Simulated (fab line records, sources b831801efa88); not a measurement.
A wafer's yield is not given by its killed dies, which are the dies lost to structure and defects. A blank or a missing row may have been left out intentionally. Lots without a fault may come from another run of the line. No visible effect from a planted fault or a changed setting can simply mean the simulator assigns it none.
fab line records :: flow gf180mcu
record:
  lots: 7
  wafers: 21
  last-day: 34
route steps=602 shown HV_LDD@208
lots untouched by any fault: they come from a run of this same line in which no faults occurred
start-h: hours from the record's first day to the start of the lot's first wafer shown :: wait-h: hours from the lot's prior step to this one :: " the same as in the row above :: L1.1+2: one row covering several wafers at once :: - either no value or no given start :: * or withheld: withheld :: < > ~ a bound
route shown NAME@n: names a module that has steps shown in the file, with the first one's number in the route :: usual: mean and standard deviation over wafers with no fault :: same: alike in all rows :: chamber/n: place in a boat :: sites: the reading at each site :: _std_site: standard deviation across them :: _edge_site: mean of outer sites minus mean of inner sites :: radius-mm: how far each site lies from the wafer's centre :: mask NAME#n: copy n :: behind: tool/chamber where the wafer was last shaped :: hold: why the lot went on hold/how many hours it stayed there/how the hold came to an end :: device: which transistor (n, p or np) failed to switch :: end of line: the same wafers' tests at the end of the route :: a step without rows: its recipe alone :: killed: dies that structure and defects cost at the first sort, which is not the same as the wafer's yield :: map: the dies of a wafer, with x for killed, . for not killed, _ for no die there
set.NAME: the setting that was run; set.NAME@STEP: the one run at that earlier step :: model.NAME: the simulator's own value behind a step, which no gauge read
lots at selected steps of the route; one table per step, one row per wafer
services: when a tool's chamber went out of use (start-h, in hours from the record's first day, below 0 if earlier), for how many hours, and the reason
== steps ==
step: GF_HV_LDD_OVL_MEAS_32
usual:
  HV_LDD_02_OVL: 0.2/1.3
lot.wafer: L479.4
tool: overlay-01
chamber: -
start-h: 279.81
wait-h: 0.1
HV_LDD_02_OVL[nm]: 0.5

lot.wafer: L479.5
tool: overlay-01
chamber: -
start-h: 279.81
wait-h: 0.1
HV_LDD_02_OVL[nm]: 0.8

lot.wafer: L479.6
tool: overlay-01
chamber: -
start-h: 279.81
wait-h: 0.1
HV_LDD_02_OVL[nm]: 0.1

lot.wafer: L485.1
tool: overlay-01
chamber: -
start-h: 328.35
wait-h: 0.1
HV_LDD_02_OVL[nm]: 1.5

lot.wafer: L485.2
tool: overlay-01
chamber: -
start-h: 328.35
wait-h: 0.1
HV_LDD_02_OVL[nm]: 1.4

lot.wafer: L485.4
tool: overlay-01
chamber: -
start-h: 328.35
wait-h: 0.1
HV_LDD_02_OVL[nm]: 0.6

lot.wafer: L486.1
tool: overlay-01
chamber: -
start-h: 333.39
wait-h: 0.1
HV_LDD_02_OVL[nm]: 1.3

lot.wafer: L486.4
tool: overlay-01
chamber: -
start-h: 333.39
wait-h: 0.1
HV_LDD_02_OVL[nm]: -0.2

lot.wafer: L486.6
tool: overlay-01
chamber: -
start-h: 333.39
wait-h: 0.1
HV_LDD_02_OVL[nm]: 1.5

lot.wafer: L496.3
tool: overlay-02
chamber: -
start-h: 410.90
wait-h: 0.1
HV_LDD_02_OVL[nm]: -1.3

lot.wafer: L496.4
tool: overlay-02
chamber: -
start-h: 410.90
wait-h: 0.1
HV_LDD_02_OVL[nm]: -0.1

lot.wafer: L496.6
tool: overlay-02
chamber: -
start-h: 410.90
wait-h: 0.1
HV_LDD_02_OVL[nm]: 1.9

lot.wafer: L497.2
tool: overlay-02
chamber: -
start-h: 425.91
wait-h: 0.1
HV_LDD_02_OVL[nm]: -1.7

lot.wafer: L497.3
tool: overlay-02
chamber: -
start-h: 425.91
wait-h: 0.1
HV_LDD_02_OVL[nm]: -1.4

lot.wafer: L497.5
tool: overlay-02
chamber: -
start-h: 425.91
wait-h: 0.1
HV_LDD_02_OVL[nm]: -1.5

lot.wafer: L498.1
tool: overlay-02
chamber: -
start-h: 430.00
wait-h: 0.1
HV_LDD_02_OVL[nm]: 2.0

lot.wafer: L498.3
tool: overlay-02
chamber: -
start-h: 430.00
wait-h: 0.1
HV_LDD_02_OVL[nm]: 0.5

lot.wafer: L498.5
tool: overlay-02
chamber: -
start-h: 430.00
wait-h: 0.1
HV_LDD_02_OVL[nm]: 1.5

lot.wafer: L499.1
tool: overlay-01
chamber: -
start-h: 437.34
wait-h: 0.1
HV_LDD_02_OVL[nm]: 1.4

lot.wafer: L499.4
tool: overlay-01
chamber: -
start-h: 437.34
wait-h: 0.1
HV_LDD_02_OVL[nm]: -1.3

lot.wafer: L499.6
tool: overlay-01
chamber: -
start-h: 437.34
wait-h: 0.1
HV_LDD_02_OVL[nm]: 1.3
step: GF_HV_LDD_IMPLANT_33
recipe:
  species: P
  energy-kev: 60
  dose-cm2: 7.5e+12
  tilt-deg: 30
  rotation-deg: 0
step: GF_HV_LDD_IMPLANT_34
recipe:
  species: P
  energy-kev: 60
  dose-cm2: 7.5e+12
  tilt-deg: 30
  rotation-deg: 90
step: GF_HV_LDD_IMPLANT_35
recipe:
  species: P
  energy-kev: 60
  dose-cm2: 7.5e+12
  tilt-deg: 30
  rotation-deg: 180
step: GF_HV_LDD_IMPLANT_36
recipe:
  species: P
  energy-kev: 60
  dose-cm2: 7.5e+12
  tilt-deg: 30
  rotation-deg: 270
step: GF_HV_LDD_STRIP_37
recipe:
  chemistry: O2/N2
  power-w: 1400
  pressure-mtorr: 1500
  platen-temp-c: 250
  o2-flow-sccm: 3000
  n2-flow-sccm: 300
  overash-fraction: 0.5
usual:
  drypump-motor-current-A: 5.55/0.28
  heater-power-w: 338/27
  oes-product-au: 0.716/0.0047
  strip-time-to-endpoint-s: 12.62/0.033
lot.wafer: L479.4
tool: plasma-asher-02
chamber: 0
start-h: 280.46
wait-h: 0.1
drypump-motor-current-A: 5.27
heater-power-w: 332
oes-product-au: 0.718
rf-hours-counter-h: -
strip-time-to-endpoint-s: 12.64

lot.wafer: L479.5
tool: plasma-asher-02
chamber: 1
start-h: 280.46
wait-h: 0.1
drypump-motor-current-A: 6.20
heater-power-w: 368
oes-product-au: 0.713
rf-hours-counter-h: -
strip-time-to-endpoint-s: 12.62

lot.wafer: L479.6
tool: plasma-asher-02
chamber: 0
start-h: 280.46
wait-h: 0.1
drypump-motor-current-A: 5.27
heater-power-w: 325
oes-product-au: 0.709
rf-hours-counter-h: -
strip-time-to-endpoint-s: 12.60

lot.wafer: L485.1
tool: plasma-asher-04
chamber: 0
start-h: 328.99
wait-h: 0.1
drypump-motor-current-A: 5.65
heater-power-w: 302
oes-product-au: 0.714
rf-hours-counter-h: 24
strip-time-to-endpoint-s: 12.54

lot.wafer: L485.2
tool: plasma-asher-04
chamber: 1
start-h: 328.99
wait-h: 0.1
drypump-motor-current-A: 5.47
heater-power-w: 337
oes-product-au: 0.719
rf-hours-counter-h: 24
strip-time-to-endpoint-s: 12.62

lot.wafer: L485.4
tool: plasma-asher-04
chamber: 0
start-h: 328.99
wait-h: 0.1
drypump-motor-current-A: 5.62
heater-power-w: 301
oes-product-au: 0.713
rf-hours-counter-h: -
strip-time-to-endpoint-s: 12.59

lot.wafer: L486.1
tool: plasma-asher-04
chamber: 1
start-h: 334.36
wait-h: 0.1
drypump-motor-current-A: 5.47
heater-power-w: 327
oes-product-au: 0.721
rf-hours-counter-h: 24
strip-time-to-endpoint-s: 12.64

lot.wafer: L486.4
tool: plasma-asher-04
chamber: 1
start-h: 334.36
wait-h: 0.1
drypump-motor-current-A: 5.50
heater-power-w: 333
oes-product-au: 0.726
rf-hours-counter-h: -
strip-time-to-endpoint-s: 12.62

lot.wafer: L486.6
tool: plasma-asher-04
chamber: 0
start-h: 334.36
wait-h: 0.1
drypump-motor-current-A: 5.64
heater-power-w: 307
oes-product-au: 0.712
rf-hours-counter-h: -
strip-time-to-endpoint-s: 12.63

lot.wafer: L496.3
tool: plasma-asher-04
chamber: 0
start-h: 411.56
wait-h: 0.1
drypump-motor-current-A: 5.62
heater-power-w: 298
oes-product-au: 0.722
rf-hours-counter-h: -
strip-time-to-endpoint-s: 12.58

lot.wafer: L496.4
tool: plasma-asher-04
chamber: 1
start-h: 411.56
wait-h: 0.1
drypump-motor-current-A: 5.52
heater-power-w: 335
oes-product-au: 0.715
rf-hours-counter-h: -
strip-time-to-endpoint-s: 12.61

lot.wafer: L496.6
tool: plasma-asher-04
chamber: 0
start-h: 411.56
wait-h: 0.1
drypump-motor-current-A: 5.62
heater-power-w: 299
oes-product-au: 0.719
rf-hours-counter-h: -
strip-time-to-endpoint-s: 12.57

lot.wafer: L497.2
tool: plasma-asher-04
chamber: 0
start-h: 426.54
wait-h: 0.1
drypump-motor-current-A: 5.63
heater-power-w: 297
oes-product-au: 0.717
rf-hours-counter-h: 33
strip-time-to-endpoint-s: 12.68

lot.wafer: L497.3
tool: plasma-asher-04
chamber: 0
start-h: 426.54
wait-h: 0.1
drypump-motor-current-A: 5.62
heater-power-w: 297
oes-product-au: 0.719
rf-hours-counter-h: -
strip-time-to-endpoint-s: 12.66

lot.wafer: L497.5
tool: plasma-asher-04
chamber: 0
start-h: 426.54
wait-h: 0.1
drypump-motor-current-A: 5.61
heater-power-w: 301
oes-product-au: 0.722
rf-hours-counter-h: -
strip-time-to-endpoint-s: 12.65

lot.wafer: L498.1
tool: plasma-asher-04
chamber: 1
start-h: 430.64
wait-h: 0.1
drypump-motor-current-A: 5.49
heater-power-w: 331
oes-product-au: 0.711
rf-hours-counter-h: 34
strip-time-to-endpoint-s: 12.63

lot.wafer: L498.3
tool: plasma-asher-04
chamber: 1
start-h: 430.64
wait-h: 0.1
drypump-motor-current-A: 5.50
heater-power-w: 332
oes-product-au: 0.706
rf-hours-counter-h: -
strip-time-to-endpoint-s: 12.61

lot.wafer: L498.5
tool: plasma-asher-04
chamber: 0
start-h: 430.64
wait-h: 0.1
drypump-motor-current-A: 5.62
heater-power-w: 303
oes-product-au: 0.712
rf-hours-counter-h: -
strip-time-to-endpoint-s: 12.61

lot.wafer: L499.1
tool: plasma-asher-01
chamber: 0
start-h: 437.97
wait-h: 0.1
drypump-motor-current-A: 5.57
heater-power-w: 378
oes-product-au: 0.719
rf-hours-counter-h: 82
strip-time-to-endpoint-s: 12.60

lot.wafer: L499.4
tool: plasma-asher-01
chamber: 1
start-h: 437.97
wait-h: 0.1
drypump-motor-current-A: 5.27
heater-power-w: 325
oes-product-au: 0.719
rf-hours-counter-h: -
strip-time-to-endpoint-s: 12.62

lot.wafer: L499.6
tool: plasma-asher-01
chamber: 0
start-h: 437.97
wait-h: 0.1
drypump-motor-current-A: 5.57
heater-power-w: 381
oes-product-au: 0.712
rf-hours-counter-h: -
strip-time-to-endpoint-s: 12.56
step: GF_HV_LDD_TW_MEAS_38
usual:
  HV_LDD_3_TW: 1426/7.5
lot.wafer: L479.4
tool: film-metro-02
chamber: -
start-h: 280.56
wait-h: 0.1
HV_LDD_3_TW: 1430

lot.wafer: L479.5
tool: film-metro-02
chamber: -
start-h: 280.56
wait-h: 0.1
HV_LDD_3_TW: 1429

lot.wafer: L479.6
tool: film-metro-02
chamber: -
start-h: 280.56
wait-h: 0.1
HV_LDD_3_TW: 1427

lot.wafer: L485.1
tool: film-metro-01
chamber: -
start-h: 329.09
wait-h: 0.1
HV_LDD_3_TW: 1428

lot.wafer: L485.2
tool: film-metro-01
chamber: -
start-h: 329.09
wait-h: 0.1
HV_LDD_3_TW: 1423

lot.wafer: L485.4
tool: film-metro-01
chamber: -
start-h: 329.09
wait-h: 0.1
HV_LDD_3_TW: 1425

lot.wafer: L486.1
tool: film-metro-01
chamber: -
start-h: 334.46
wait-h: 0.1
HV_LDD_3_TW: 1426

lot.wafer: L486.4
tool: film-metro-01
chamber: -
start-h: 334.46
wait-h: 0.1
HV_LDD_3_TW: 1421

lot.wafer: L486.6
tool: film-metro-01
chamber: -
start-h: 334.46
wait-h: 0.1
HV_LDD_3_TW: 1424

lot.wafer: L496.3
tool: film-metro-04
chamber: -
start-h: 411.65
wait-h: 0.1
HV_LDD_3_TW: 1447

lot.wafer: L496.4
tool: film-metro-04
chamber: -
start-h: 411.65
wait-h: 0.1
HV_LDD_3_TW: 1430

lot.wafer: L496.6
tool: film-metro-04
chamber: -
start-h: 411.65
wait-h: 0.1
HV_LDD_3_TW: 1443

lot.wafer: L497.2
tool: film-metro-02
chamber: -
start-h: 426.65
wait-h: 0.1
HV_LDD_3_TW: 1433

lot.wafer: L497.3
tool: film-metro-02
chamber: -
start-h: 426.65
wait-h: 0.1
HV_LDD_3_TW: 1432

lot.wafer: L497.5
tool: film-metro-02
chamber: -
start-h: 426.65
wait-h: 0.1
HV_LDD_3_TW: 1426

lot.wafer: L498.1
tool: film-metro-02
chamber: -
start-h: 430.74
wait-h: 0.1
HV_LDD_3_TW: 1426

lot.wafer: L498.3
tool: film-metro-02
chamber: -
start-h: 430.74
wait-h: 0.1
HV_LDD_3_TW: 1432

lot.wafer: L498.5
tool: film-metro-02
chamber: -
start-h: 430.74
wait-h: 0.1
HV_LDD_3_TW: 1431

lot.wafer: L499.1
tool: film-metro-02
chamber: -
start-h: 438.07
wait-h: 0.1
HV_LDD_3_TW: 1423

lot.wafer: L499.4
tool: film-metro-02
chamber: -
start-h: 438.07
wait-h: 0.1
HV_LDD_3_TW: 1421

lot.wafer: L499.6
tool: film-metro-02
chamber: -
start-h: 438.07
wait-h: 0.1
HV_LDD_3_TW: 1430
step: GF_HV_LDD_DEHYDRATE_39
recipe:
  temp-c: 200
  time-s: 60
step: GF_HV_LDD_HMDS_40
recipe:
  prime-time-s: 60
  prime-temp-c: 120
step: GF_HV_LDD_COAT_41
recipe:
  resist: NOVOLAK
  spin-rpm: 3000
  resist-thk-nm: 1000
step: GF_HV_LDD_SOFTBAKE_42
recipe:
  temp-c: 90
  time-s: 60
  resist: NOVOLAK
step: GF_HV_LDD_EXPOSE_43
recipe:
  mask-id: Pplus_HV_AREA
  target-cd-nm: 400
  na: 0.6
  source-shape: conventional
  sigma-outer: 0.6
  dose-mj: 140
step: GF_HV_LDD_PEB_44
recipe:
  temp-c: withheld
  time-s: *
  resist: NOVOLAK
usual:
  chill-plate-temp-C: *
  exhaust-pa: 44.9/0.94
lot.wafer: L479.4
tool: litho-track-02
chamber: 0
start-h: 300.95
wait-h: -
chill-plate-temp-C: *
exhaust-pa: 45.4

lot.wafer: L479.5
tool: litho-track-02
chamber: 0
start-h: 300.95
wait-h: -
chill-plate-temp-C: *
exhaust-pa: 45.9

lot.wafer: L479.6
tool: litho-track-02
chamber: 0
start-h: 300.95
wait-h: -
chill-plate-temp-C: *
exhaust-pa: 46.7

lot.wafer: L485.1
tool: litho-track-03
chamber: 0
start-h: 349.98
wait-h: -
chill-plate-temp-C: *
exhaust-pa: 44.4

lot.wafer: L485.2
tool: litho-track-03
chamber: 0
start-h: 349.98
wait-h: -
chill-plate-temp-C: *
exhaust-pa: 44.0

lot.wafer: L485.4
tool: litho-track-03
chamber: 0
start-h: 349.98
wait-h: -
chill-plate-temp-C: *
exhaust-pa: 43.3

lot.wafer: L486.1
tool: litho-track-04
chamber: 0
start-h: 356.42
wait-h: -
chill-plate-temp-C: *
exhaust-pa: 45.0

lot.wafer: L486.4
tool: litho-track-04
chamber: 0
start-h: 356.42
wait-h: -
chill-plate-temp-C: *
exhaust-pa: 44.0

lot.wafer: L486.6
tool: litho-track-04
chamber: 0
start-h: 356.42
wait-h: -
chill-plate-temp-C: *
exhaust-pa: 43.7

lot.wafer: L496.3
tool: litho-track-04
chamber: -
start-h: 436.37
wait-h: -
chill-plate-temp-C: -
exhaust-pa: -

lot.wafer: L496.4
tool: litho-track-04
chamber: -
start-h: 436.37
wait-h: -
chill-plate-temp-C: -
exhaust-pa: -

lot.wafer: L496.6
tool: litho-track-04
chamber: -
start-h: 436.37
wait-h: -
chill-plate-temp-C: -
exhaust-pa: -

lot.wafer: L497.2
tool: litho-track-02
chamber: -
start-h: 450.79
wait-h: -
chill-plate-temp-C: -
exhaust-pa: -

lot.wafer: L497.3
tool: litho-track-02
chamber: -
start-h: 450.79
wait-h: -
chill-plate-temp-C: -
exhaust-pa: -

lot.wafer: L497.5
tool: litho-track-02
chamber: -
start-h: 450.79
wait-h: -
chill-plate-temp-C: -
exhaust-pa: -

lot.wafer: L498.1
tool: litho-track-04
chamber: -
start-h: 455.32
wait-h: -
chill-plate-temp-C: -
exhaust-pa: -

lot.wafer: L498.3
tool: litho-track-04
chamber: -
start-h: 455.32
wait-h: -
chill-plate-temp-C: -
exhaust-pa: -

lot.wafer: L498.5
tool: litho-track-04
chamber: -
start-h: 455.32
wait-h: -
chill-plate-temp-C: -
exhaust-pa: -

lot.wafer: L499.1
tool: litho-track-04
chamber: 0
start-h: 462.27
wait-h: -
chill-plate-temp-C: *
exhaust-pa: 44.3

lot.wafer: L499.4
tool: litho-track-04
chamber: 0
start-h: 462.27
wait-h: -
chill-plate-temp-C: *
exhaust-pa: 44.4

lot.wafer: L499.6
tool: litho-track-04
chamber: 0
start-h: 462.27
wait-h: -
chill-plate-temp-C: *
exhaust-pa: 44.9
step: GF_HV_LDD_DEVELOP_45
recipe:
  develop-time-s: 60
  dev-temp-c: 23
== services ==
tool: plasma-asher-04
chamber: -
start-h: 308.63
hours: 1.6
kind: repair

tool: plasma-asher-04
chamber: -
start-h: 350.69
hours: 1.9
kind: repair

tool: plasma-asher-04
chamber: -
start-h: 382.65
hours: 5.8
kind: repair

tool: plasma-asher-02
chamber: -
start-h: 393.14
hours: 0.5
kind: repair

tool: litho-track-03
chamber: -
start-h: 420.86
hours: -
kind: consumable-replace:filter

tool: plasma-asher-02
chamber: -
start-h: 421.32
hours: 9.0
kind: pm

tool: plasma-asher-02
chamber: 0
start-h: 421.32
hours: 9.0
kind: vent-cycle

tool: plasma-asher-02
chamber: 1
start-h: 421.32
hours: 9.0
kind: vent-cycle

tool: plasma-asher-02
chamber: 0
start-h: 430.32
hours: -
kind: clean

tool: plasma-asher-02
chamber: 1
start-h: 430.32
hours: -
kind: clean
== key ==
first-sign:
  step: GF_HV_LDD_PEB_44
  reading: tool-record
  direction: missing
effect none on later readings
met-at GF_HV_LDD_PEB_44
struck-wafers L496.3,L496.4,L496.6,L497.2,L497.3,L497.5,L498.1,L498.3,L498.5
sort-left-out L496.3,L496.4,L496.6,L497.2,L497.3,L497.5,L498.1,L498.3,L498.5
tester-left-out L496,L497,L498
onset-between 356.42 436.37
fault:
  kind: skipped-step-whole
  tool: litho-track-02,litho-track-04
  chamber: -
  onset-h: 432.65
  steps: GF_HV_LDD_PEB_44
  scope: struck-lots-only
tester-left-out: of these lots the tester's yield and bins aren't shown, on N5 and GAA mostly nor the transistor test; their killed dies are dies lost to structure and defects alone, not to doping, threshold or leakage, so they don't give the yield
sort-left-out: the simulated sort isn't trusted on such a fault, so these wafers' sort isn't shown, and their yield isn't known
